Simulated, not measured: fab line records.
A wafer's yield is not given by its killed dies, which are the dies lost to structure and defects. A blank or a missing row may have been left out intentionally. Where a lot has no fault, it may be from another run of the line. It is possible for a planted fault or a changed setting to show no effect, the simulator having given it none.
fab line records ; flow sky130
record: lots: 6; wafers: 18; lastDay: 49
route steps=708 shown LDD_HVP@285 LDD_LDN@289 PAD_OPEN@708
lots with no fault: from the same line, run without faults
startH: hours from the record's first day to the start of the lot's first wafer shown ; waitH: hours since the lot's step before ; " unchanged from the row above ; L1.1+2: a single row standing in for several wafers ; - no value present, or no start provided ; * or withheld: withheld ; < > ~ a bound
route shown NAME@n: names a module that has steps shown in the file, with the first one's number in the route ; usual: the fault-free wafers' mean and standard deviation ; same: alike in all rows ; chamber/n: place in a boat ; sites: each site's reading ; _std_site: their standard deviation ; _edge_site: inner sites' mean taken away from outer sites' mean ; radiusMm: for every site, how far away it sits from the centre of the wafer ; mask NAME#n: copy n ; behind: the tool/chamber that last shaped the wafer ; hold: why the lot was held/for how many hours/how that ended ; device: which transistor (n, p or np) failed to switch ; end of line: tests run on the same wafers once the route is complete ; a step given without rows: its recipe and nothing more ; killed: not the wafer's yield, but the dies lost to structure and defects at the first sort ; map: a wafer's dies, marking killed ones x, the rest . and places with no die _
set.NAME: setting as actually run; set.NAME@STEP: the setting as run at that earlier step ; model.NAME: the simulator's own value behind a step, which no gauge read
lots at some steps of the route; a table a step, a row a wafer
services: a tool's chamber out of use, with start hour (startH, from the record's first day; less than 0 if before it), hours out, and reason
== steps ==
step: SKY_LDD_HVP_OVL_MEAS_07
usual: LDD_HVP_OVL: -0.2/1.2
lot.wafer;tool;chamber;startH;waitH;LDD_HVP_OVL[nm]
L433.2;overlay-01;-;542.29;0.1;0.1
L433.3;overlay-01;-;542.29;0.1;0.4
L433.6;overlay-01;-;542.29;0.1;0.3
L432.3;overlay-02;-;542.60;0.1;-0.9
L432.4;overlay-02;-;542.60;0.1;0.2
L432.5;overlay-02;-;542.60;0.1;-0.9
L439.1;overlay-02;-;602.10;0.1;-0.9
L439.2;overlay-02;-;602.10;0.1;-1.4
L439.3;overlay-02;-;602.10;0.1;-2.8
L441.1;overlay-02;-;619.63;0.1;1.1
L441.2;overlay-02;-;619.63;0.1;0.4
L441.5;overlay-02;-;619.63;0.1;0.2
L442.1;overlay-01;-;635.40;0.1;-1.8
L442.4;overlay-01;-;635.40;0.1;-1.6
L442.6;overlay-01;-;635.40;0.1;-2.0
L444.3;overlay-02;-;652.30;0.1;0.3
L444.5;overlay-02;-;652.30;0.1;0.6
L444.6;overlay-02;-;652.30;0.1;0.2
step: SKY_LDD_HVP_IMPLANT_08
recipe: species: B; energyKev: 20; doseCm2: 1.7e+13; tiltDeg: 17.9
step: SKY_LDD_HVP_STRIP_09
recipe: chemistry: O2/N2; powerW: 1400; pressureMtorr: 1500; platenTempC: withheld; o2FlowSccm: 3000; n2FlowSccm: 300; overashFraction: 0.5
usual: drypumpMotorCurrentA: 5.7/0.39; oesProductAu: 0.408/0.0051; stripTimeToEndpointS: 4.131/0.016
lot.wafer;tool;chamber;startH;waitH;drypumpMotorCurrentA;oesProductAu;rfHoursCounterH;stripTimeToEndpointS
L433.2;plasmaAsher-03;0;542.47;0.1;5.7;0.412;73;4.140
L433.3;plasmaAsher-03;1;542.47;0.1;6.2;0.410;-;4.112
L433.6;plasmaAsher-03;1;542.47;0.1;6.2;0.395;-;4.118
L432.3;plasmaAsher-02;1;542.80;0.1;5.0;0.410;-;4.103
L432.4;plasmaAsher-02;0;542.80;0.1;5.2;0.408;-;4.121
L432.5;plasmaAsher-02;0;542.80;0.1;5.2;0.415;-;4.129
L439.1;plasmaAsher-02;0;602.28;0.1;5.2;0.408;87;4.121
L439.2;plasmaAsher-02;1;602.28;0.1;5.0;0.408;87;4.150
L439.3;plasmaAsher-02;0;602.28;0.1;5.2;0.417;-;4.123
L441.1;plasmaAsher-03;1;619.82;0.1;6.2;0.402;81;4.162
L441.2;plasmaAsher-03;0;619.82;0.1;5.7;0.411;81;4.130
L441.5;plasmaAsher-03;0;619.82;0.1;5.7;0.407;-;4.133
L442.1;plasmaAsher-02;0;635.58;0.1;5.2;0.405;91;4.134
L442.4;plasmaAsher-02;1;635.58;0.1;4.9;0.417;-;4.130
L442.6;plasmaAsher-02;1;635.58;0.1;4.9;0.408;-;4.127
L444.3;plasmaAsher-03;1;652.51;0.1;6.2;0.413;-;4.137
L444.5;plasmaAsher-03;0;652.51;0.1;5.7;0.404;-;4.105
L444.6;plasmaAsher-03;1;652.51;0.1;6.2;0.406;-;4.117
step: SKY_LDD_HVP_TW_MEAS_10
usual: LDD_HVP_TW: 458/5
lot.wafer;tool;chamber;startH;waitH;LDD_HVP_TW
L433.2;filmMetro-01;-;542.58;0.1;458
L433.3;filmMetro-01;-;542.58;0.1;461
L433.6;filmMetro-01;-;542.58;0.1;458
L432.3;filmMetro-02;-;542.89;0.1;452
L432.4;filmMetro-02;-;542.89;0.1;452
L432.5;filmMetro-02;-;542.89;0.1;453
L439.1;filmMetro-02;-;602.38;0.1;452
L439.2;filmMetro-02;-;602.38;0.1;452
L439.3;filmMetro-02;-;602.38;0.1;455
L441.1;filmMetro-04;-;619.92;0.1;465
L441.2;filmMetro-04;-;619.92;0.1;461
L441.5;filmMetro-04;-;619.92;0.1;459
L442.1;filmMetro-02;-;635.68;0.1;453
L442.4;filmMetro-02;-;635.68;0.1;454
L442.6;filmMetro-02;-;635.68;0.1;454
L444.3;filmMetro-04;-;652.60;0.1;465
L444.5;filmMetro-04;-;652.60;0.1;464
L444.6;filmMetro-04;-;652.60;0.1;463
step: SKY_LDD_LDN_DEHYDRATE_00
recipe: tempC: 200; timeS: 60
step: SKY_LDD_LDN_HMDS_01
recipe: primeTimeS: 60; primeTempC: 120
step: SKY_LDD_LDN_COAT_02
recipe: resist: NOVOLAK; spinRpm: 3000; resistThkNm: 1140
step: SKY_LDD_LDN_SOFTBAKE_03
recipe: tempC: 90; timeS: 60; resist: NOVOLAK
step: SKY_LDD_LDN_EXPOSE_04
recipe: maskId: LDNTM; na: 0.6; sourceShape: conventional; sigmaOuter: 0.6; polarization: unpolarized; targetCdNm: 700; doseMj: 140
step: SKY_LDD_LDN_PEB_05
recipe: tempC: withheld; timeS: *; resist: NOVOLAK
step: SKY_LDD_LDN_DEVELOP_06
recipe: resist: NOVOLAK; developer: TMAH; developTimeS: 60; devTempC: 23
step: SKY_LDD_LDN_OVL_MEAS_07
usual: LDD_LDN_OVL: 0.3/1.4
lot.wafer;tool;chamber;startH;waitH;LDD_LDN_OVL[nm]
L433.2;overlay-01;-;572.47;0.1;-0.8
L433.3;overlay-01;-;572.47;0.1;-1.1
L433.6;overlay-01;-;572.47;0.1;-3.9
L432.3;overlay-02;-;572.78;0.1;0.1
L432.4;overlay-02;-;572.78;0.1;0.4
L432.5;overlay-02;-;572.78;0.1;0.2
L439.1;overlay-01;-;630.67;0.1;1.9
L439.2;overlay-01;-;630.67;0.1;0.4
L439.3;overlay-01;-;630.67;0.1;0.9
L441.1;overlay-01;-;648.37;0.1;0.8
L441.2;overlay-01;-;648.37;0.1;-0.9
L441.5;overlay-01;-;648.37;0.1;1.4
L442.1;overlay-02;-;664.09;0.1;2.2
L442.4;overlay-02;-;664.09;0.1;3.0
L442.6;overlay-02;-;664.09;0.1;0.5
L444.3;overlay-01;-;681.20;0.1;0.3
L444.5;overlay-01;-;681.20;0.1;0.4
L444.6;overlay-01;-;681.20;0.1;0.3
step: SKY_LDD_LDN_IMPLANT_08
recipe: species: As; energyKev: 15; doseCm2: 1.25e+13; tiltDeg: withheld; rotationDeg: 23
usual: doseIonsCm2: 1.2497e+13/1.4e+10; faradayCurrentUA: 70.4/1.5; rotationDeg: 22.996/0.021
lot.wafer;tool;chamber;startH;waitH;doseIonsCm2;faradayCurrentUA;rotationDeg
L433.2;implanter-02;0;572.53;0.0;1.2497e+13;73.9;23.011
L433.3;implanter-02;0;572.53;0.0;1.2495e+13;71.7;22.983
L433.6;implanter-02;0;572.53;0.0;1.249e+13;69.5;23.007
L432.3;implanter-03;0;572.85;0.1;1.2491e+13;68.7;22.994
L432.4;implanter-03;0;572.85;0.1;1.2509e+13;70.5;22.997
L432.5;implanter-03;0;572.85;0.1;1.252e+13;70.8;22.991
L439.1;implanter-01;0;630.70;0.0;1.2481e+13;73.9;22.965
L439.2;implanter-01;0;630.70;0.0;1.2477e+13;70.2;22.971
L439.3;implanter-01;0;630.70;0.0;1.2472e+13;70.5;22.994
L441.1;implanter-02;0;648.40;0.0;1.254e+12;7.0;23.010
L441.2;implanter-02;0;648.40;0.0;1.248e+12;7.0;23.003
L441.5;implanter-02;0;648.40;0.0;1.262e+12;7.0;23.044
L442.1;implanter-02;0;664.13;0.0;1.261e+12;7.1;23.011
L442.4;implanter-02;0;664.13;0.0;1.268e+12;7.0;22.996
L442.6;implanter-02;0;664.13;0.0;1.26e+12;7.1;22.962
L444.3;implanter-03;0;681.28;0.1;1.2498e+13;72.1;23.016
L444.5;implanter-03;0;681.28;0.1;1.2489e+13;70.8;22.978
L444.6;implanter-03;0;681.28;0.1;1.2511e+13;71.3;22.996
step: SKY_LDD_LDN_IMPLANT_09
recipe: species: As; energyKev: 15; doseCm2: 1.25e+13; tiltDeg: withheld; rotationDeg: 113
step: SKY_LDD_LDN_IMPLANT_10
recipe: species: As; energyKev: 15; doseCm2: 1.25e+13; tiltDeg: withheld; rotationDeg: 203
step: SKY_LDD_LDN_IMPLANT_11
recipe: species: As; energyKev: 15; doseCm2: 1.25e+13; tiltDeg: withheld; rotationDeg: 293
step: SKY_LDD_LDN_STRIP_12
recipe: chemistry: O2/N2; powerW: 1400; pressureMtorr: 1500; platenTempC: withheld; o2FlowSccm: 3000; n2FlowSccm: 300; overashFraction: 0.5
usual: drypumpMotorCurrentA: 5.4/0.58; oesProductAu: 0.716/0.0046; stripTimeToEndpointS: 14.18/0.044
lot.wafer;tool;chamber;startH;waitH;drypumpMotorCurrentA;oesProductAu;rfHoursCounterH;stripTimeToEndpointS
L433.2;plasmaAsher-01;1;573.10;0.1;5.7;0.713;40;14.18
L433.3;plasmaAsher-01;0;573.10;0.1;5.8;0.710;-;14.22
L433.6;plasmaAsher-01;1;573.10;0.1;5.6;0.711;-;14.20
L432.3;plasmaAsher-04;0;573.44;0.1;6.4;0.722;-;14.24
L432.4;plasmaAsher-04;1;573.44;0.1;4.9;0.710;-;14.18
L432.5;plasmaAsher-04;0;573.44;0.1;6.3;0.707;-;14.19
L439.1;plasmaAsher-04;1;631.30;0.1;4.9;0.711;21;14.23
L439.2;plasmaAsher-04;0;631.30;0.1;6.4;0.713;21;14.24
L439.3;plasmaAsher-04;0;631.30;0.1;6.3;0.719;-;14.23
L441.1;plasmaAsher-04;0;649.00;0.1;6.3;0.723;24;14.21
L441.2;plasmaAsher-04;1;649.00;0.1;4.8;0.710;24;14.24
L441.5;plasmaAsher-04;0;649.00;0.1;6.3;0.719;-;14.23
L442.1;plasmaAsher-04;1;664.73;0.1;4.8;0.716;25;14.20
L442.4;plasmaAsher-04;0;664.73;0.1;6.3;0.716;-;14.17
L442.6;plasmaAsher-04;1;664.73;0.1;4.8;0.721;-;14.19
L444.3;plasmaAsher-04;1;681.86;0.1;4.8;0.723;-;14.13
L444.5;plasmaAsher-04;1;681.86;0.1;4.8;0.707;-;14.18
L444.6;plasmaAsher-04;0;681.86;0.1;6.3;0.712;-;14.18
step: SKY_LDD_LDN_TW_MEAS_13
usual: LDD_LDN_TW: 1479/15
lot.wafer;tool;chamber;startH;waitH;hold;LDD_LDN_TW
L433.2;filmMetro-03;-;573.21;0.1;-;1467
L433.3;filmMetro-03;-;573.21;0.1;-;1479
L433.6;filmMetro-03;-;573.21;0.1;-;1479
L432.3;filmMetro-04;-;573.52;0.1;-;1494
L432.4;filmMetro-04;-;573.52;0.1;-;1513
L432.5;filmMetro-04;-;573.52;0.1;-;1507
L439.1;filmMetro-03;-;631.40;0.1;-;1475
L439.2;filmMetro-03;-;631.40;0.1;-;1465
L439.3;filmMetro-03;-;631.40;0.1;-;1481
L441.1;filmMetro-02;-;649.10;0.1;awaitDispo/0.2h/release;1353
L441.2;filmMetro-02;-;649.10;0.1;awaitDispo/0.2h/release;1351
L441.5;filmMetro-02;-;649.10;0.1;awaitDispo/0.2h/release;1353
L441.1;filmMetro-02;-;649.33;0.2;-;1356
L441.2;filmMetro-02;-;649.33;0.2;-;1354
L441.5;filmMetro-02;-;649.33;0.2;-;1350
L442.1;filmMetro-04;-;664.83;0.1;awaitDispo/0.2h/release;1394
L442.4;filmMetro-04;-;664.83;0.1;awaitDispo/0.2h/release;1385
L442.6;filmMetro-04;-;664.83;0.1;awaitDispo/0.2h/release;1396
L442.1;filmMetro-04;-;665.06;0.2;-;1391
L442.4;filmMetro-04;-;665.06;0.2;-;1402
L442.6;filmMetro-04;-;665.06;0.2;-;1391
L444.3;filmMetro-02;-;681.95;0.1;-;1478
L444.5;filmMetro-02;-;681.95;0.1;-;1471
L444.6;filmMetro-02;-;681.95;0.1;-;1474
step: SKY_PAD_OPEN_PROBE_99
usual: killed_at_M0_to_M3: 45/7.5; killed_at_M4_up: 3.2/1.8; killedAtContacts: 24/4.9; killedAtFrontEnd: 15/4.4; killedAtOther: 0.3/0.54; killedDies: 87/9.8; killedOpen: 47/6.4; killedShort: 40/6.5
same: grossDies: 492; killedAtBackSide: 0
lot.wafer;tool;chamber;startH;waitH;killed_at_M0_to_M3;killed_at_M4_up;killedAtContacts;killedAtFrontEnd;killedAtOther;killedDies;killedOpen;killedShort;model.etest.tipSonos.rsOhmSq
L433.2;prober-02;-;1110.22;0.1;48;1;21;4;0;74;46;28;2717
L433.3;prober-02;-;1110.27;0.2;39;5;16;20;0;80;44;36;2823
L433.6;prober-02;-;1110.42;0.2;48;3;22;19;0;92;46;45;2774
L432.3;prober-01;-;1111.38;0.2;50;6;25;13;0;94;49;44;2638
L432.4;prober-01;-;1111.43;0.2;51;2;23;17;0;93;56;37;2670
L432.5;prober-01;-;1111.48;0.2;49;2;20;20;0;91;49;42;2650
L439.1;prober-01;-;1150.66;0.1;33;2;27;12;0;74;43;29;2723
L439.2;prober-01;-;1150.71;0.1;38;4;37;11;0;90;54;34;2792
L439.3;prober-01;-;1150.76;0.2;35;6;22;17;0;80;40;39;2807
L441.1;prober-01;-;1162.51;0.1;57;5;19;22;0;103;62;41;3052
L441.2;prober-01;-;1162.56;0.1;47;7;21;15;0;90;47;42;3025
L441.5;prober-01;-;1162.71;0.2;50;3;32;18;0;103;51;52;3139
L442.1;prober-02;-;1171.56;0.1;45;2;20;20;0;87;54;32;3004
L442.4;prober-02;-;1171.71;0.2;37;2;18;17;0;74;42;32;2959
L442.6;prober-02;-;1171.81;0.2;36;1;32;25;0;94;45;49;2966
L444.3;prober-01;-;1182.22;0.2;55;1;27;16;0;99;57;42;2745
L444.5;prober-01;-;1182.32;0.2;34;1;23;7;2;67;41;25;2639
L444.6;prober-01;-;1182.37;0.2;42;1;23;21;0;87;53;34;2718
killed by level:class
L433.2 VIA1:geometricParticle:open=13 VIA3:geometricParticle:open=11 LI_CONTACT:geometricParticle:open=6 LOCAL_INTERCONNECT:geometricParticle:short=5 VIA1:geometricParticle:short=4 METAL2:geometricParticle:short=4 VIA2:geometricParticle:open=4 VIA3:geometricParticle:short=4
L433.3 VIA2:geometricParticle:open=8 FIELD_ISO:geometricParticle:short=7 VIA3:geometricParticle:open=7 VIA1:geometricParticle:open=6 FIELD_ISO:geometricParticle:open=5 CONTACT:geometricParticle:short=5 CONTACT:geometricParticle:open=5 METAL2:geometricParticle:short=5
L433.6 VIA1:geometricParticle:open=12 CONTACT:geometricParticle:open=10 METAL1:geometricParticle:short=9 FIELD_ISO:geometricParticle:open=6 LOCAL_INTERCONNECT:geometricParticle:short=6 FIELD_ISO:geometricParticle:short=5 VIA3:geometricParticle:short=5 VIA2:geometricParticle:short=4
L432.3 VIA1:geometricParticle:open=10 VIA3:geometricParticle:open=9 CONTACT:geometricParticle:open=8 VIA2:geometricParticle:open=7 METAL1:geometricParticle:short=7 CONTACT:geometricParticle:short=6 LI_CONTACT:geometricParticle:open=5 METAL2:geometricParticle:short=5
L432.4 VIA2:geometricParticle:open=13 VIA1:geometricParticle:open=12 VIA3:geometricParticle:open=10 LOCAL_INTERCONNECT:geometricParticle:short=7 CONTACT:geometricParticle:open=6 CONTACT:geometricParticle:short=5 FIELD_ISO:geometricParticle:short=4 FIELD_ISO:geometricParticle:open=4
L432.5 CONTACT:geometricParticle:open=12 VIA1:geometricParticle:open=10 VIA2:geometricParticle:open=9 VIA2:geometricParticle:short=7 METAL2:geometricParticle:short=6 POLY_GATE:geometricParticle:short=5 VIA3:geometricParticle:open=5 FIELD_ISO:geometricParticle:short=4
L439.1 LI_CONTACT:geometricParticle:open=9 VIA2:geometricParticle:open=8 CONTACT:geometricParticle:open=8 VIA1:geometricParticle:open=6 CONTACT:geometricParticle:short=4 METAL1:geometricParticle:short=4 VIA1:geometricParticle:short=4 VIA3:geometricParticle:open=4
L439.2 LI_CONTACT:geometricParticle:open=14 VIA1:geometricParticle:open=9 CONTACT:geometricParticle:short=7 VIA3:geometricParticle:open=7 CONTACT:geometricParticle:open=6 METAL2:geometricParticle:short=6 FIELD_ISO:geometricParticle:open=5 LOCAL_INTERCONNECT:geometricParticle:short=4
L439.3 VIA1:geometricParticle:open=9 LI_CONTACT:geometricParticle:open=8 VIA1:geometricParticle:short=6 VIA2:geometricParticle:open=6 METAL4:geometricParticle:short=6 POLY_GATE:geometricParticle:short=5 CONTACT:geometricParticle:open=5 FIELD_ISO:geometricParticle:open=4
L441.1 VIA1:geometricParticle:open=16 FIELD_ISO:geometricParticle:open=7 FIELD_ISO:geometricParticle:short=7 VIA2:geometricParticle:open=7 LI_CONTACT:geometricParticle:open=6 CONTACT:geometricParticle:open=6 VIA1:geometricParticle:short=6 METAL1:geometricParticle:short=5
L441.2 VIA2:geometricParticle:open=8 CONTACT:geometricParticle:open=7 LI_CONTACT:geometricParticle:open=6 VIA1:geometricParticle:open=6 VIA3:geometricParticle:open=6 LI_CONTACT:geometricParticle:short=5 METAL2:geometricParticle:short=5 METAL1:geometricParticle:short=5
L441.5 CONTACT:geometricParticle:open=13 METAL1:geometricParticle:short=10 VIA1:geometricParticle:open=10 FIELD_ISO:geometricParticle:short=8 FIELD_ISO:geometricParticle:open=7 LOCAL_INTERCONNECT:geometricParticle:short=7 VIA3:geometricParticle:open=6 VIA1:geometricParticle:short=6
L442.1 VIA1:geometricParticle:open=12 CONTACT:geometricParticle:open=10 VIA2:geometricParticle:open=9 FIELD_ISO:geometricParticle:open=7 VIA2:geometricParticle:short=6 VIA3:geometricParticle:open=6 CONTACT:geometricParticle:short=4 VIA1:geometricParticle:short=4
L442.4 VIA1:geometricParticle:open=8 CONTACT:geometricParticle:open=6 LI_CONTACT:geometricParticle:open=5 METAL1:geometricParticle:short=5 VIA2:geometricParticle:open=5 VIA3:geometricParticle:open=5 FIELD_ISO:geometricParticle:short=4 METAL2:geometricParticle:short=4
L442.6 CONTACT:geometricParticle:open=14 FIELD_ISO:geometricParticle:short=11 VIA1:geometricParticle:open=8 LI_CONTACT:geometricParticle:open=6 METAL1:geometricParticle:short=6 LOCAL_INTERCONNECT:geometricParticle:short=5 CONTACT:geometricParticle:short=5 VIA2:geometricParticle:open=5
L444.3 VIA1:geometricParticle:open=13 LI_CONTACT:geometricParticle:open=12 VIA3:geometricParticle:open=11 CONTACT:geometricParticle:short=7 METAL1:geometricParticle:short=6 POLY_GATE:geometricParticle:short=5 VIA3:geometricParticle:short=5 CONTACT:geometricParticle:open=4
L444.5 CONTACT:geometricParticle:open=12 VIA1:geometricParticle:open=10 VIA2:geometricParticle:open=6 LI_CONTACT:geometricParticle:open=4 METAL1:geometricParticle:short=4 METAL2:geometricParticle:short=4 POLY_GATE:geometricParticle:short=3 LOCAL_INTERCONNECT:geometricParticle:short=3
L444.6 VIA1:geometricParticle:open=12 CONTACT:geometricParticle:open=11 VIA1:geometricParticle:short=8 LI_CONTACT:geometricParticle:open=7 POLY_GATE:geometricParticle:open=6 VIA3:geometricParticle:open=5 CONTACT:geometricParticle:short=4 METAL1:geometricParticle:short=4
== services ==
tool;chamber;startH;hours;kind
plasmaAsher-03;-;611.88;1.6;repair
plasmaAsher-04;-;624.97;0.8;repair
implanter-03;-;630.50;4.9;pm
implanter-01;-;646.26;5.2;pm
implanter-01;-;652.51;121.9;pm
implanter-03;-;667.47;2.2;repair
implanter-02;-;675.57;13.3;pm
== key ==
firstSign: step: SKY_LDD_LDN_IMPLANT_08; reading: doseIonsCm2; direction: down; sigmas: 99+; usual: *; struck: *
effect: step: SKY_LDD_LDN_IMPLANT_08; reading: faradayCurrentUA; direction: down; sigmas: 43; usual: 70.4; struck: 7.0
effect: step: SKY_LDD_LDN_TW_MEAS_13; reading: visit; direction: added
effect: step: SKY_LDD_LDN_TW_MEAS_13; reading: LDD_LDN_TW; direction: down; sigmas: 6.9; usual: 1479; struck: 1372
modelEffect: step: SKY_PAD_OPEN_PROBE_99; value: etest.tipSonos.rsOhmSq; without: 2666; struck: 3024
metAt SKY_LDD_LDN_IMPLANT_08
struckWafers L441.1,L441.2,L441.5,L442.1,L442.4,L442.6
testerLeftOut L441,L442
onsetBetween 572.53 648.40
fault: kind: processParameterDrift; tool: implanter-02; chamber: -; onsetH: 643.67; steps: SKY_LDD_LDN_IMPLANT_08; channel: doseCm2; offset: *; shape: step; endH: 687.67; actsIn: *; stated: *
testerLeftOut: of these lots the tester's yield and bins aren't shown, on N5 and GAA mostly nor the transistor test; their killed dies are dies lost to structure and defects alone, not to doping, threshold or leakage, so they don't give the yield
